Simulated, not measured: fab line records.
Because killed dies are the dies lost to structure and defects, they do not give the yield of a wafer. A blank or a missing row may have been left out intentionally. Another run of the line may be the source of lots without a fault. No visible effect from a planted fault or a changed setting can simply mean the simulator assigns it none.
Chamber matching	flow gf180mcu	4 sister chambers for GF_V5_CMP_26 on cmp-02
The step polishes, stops on SiO2, t overpolish 15 s, target thk 0 nm. 4 wafers are shown with their chamber, then 11 later ones without.

== WAFERS, EACH WITH ITS CHAMBER ==
wafer	chamber	motor-current-A (A)
L576.6	2	9.8
L578.1	1	9.5
L578.6	3	11.0
L580.1	0	12.0

== WAFERS MISSING THEIR CHAMBER ==
wafer	motor-current-A (A)
L580.3	10.7
L580.5	10.2
L581.3	10.0
L581.4	9.8
L581.6	11.4
L585.1	10.2
L585.4	11.1
L585.6	10.3
L586.3	11.3
L586.4	9.5
L586.5	10.4

== WHICH CHAMBER EACH ONE RAN IN ==
wafer	from the rows above	in truth
L580.3	can't be placed: 3 or 2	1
L580.5	can't be placed: 2 or 1 or 3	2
L581.3	can't be placed: 2 or 1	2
L581.4	can't be placed: 2 or 1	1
L581.6	can't be placed: 3 or 0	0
L585.1	can't be placed: 2 or 1 or 3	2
L585.4	3	3
L585.6	can't be placed: 2 or 3 or 1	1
L586.3	can't be placed: 3 or 0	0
L586.4	can't be placed: 1 or 2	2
L586.5	can't be placed: 2 or 3 or 1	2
Placed correctly: 1 of 11. Not placeable from these rows: 10 (in 9, the candidates include the true chamber). 0 placed wrongly.
How it was worked out, from the rows above alone: a wafer's distance from a chamber is the root of the sum, over the readings, of the square of ((its reading less the chamber's mean) divided by the reading's scatter). If the next closest chamber is less than 2 further off than the closest, the wafer can't be placed; otherwise it belongs to the closest. Each chamber's mean is taken over the wafers shown for it. The scatter: root of mean squared gap, hidden wafer to nearest shown wafer, with one shown wafer a chamber.
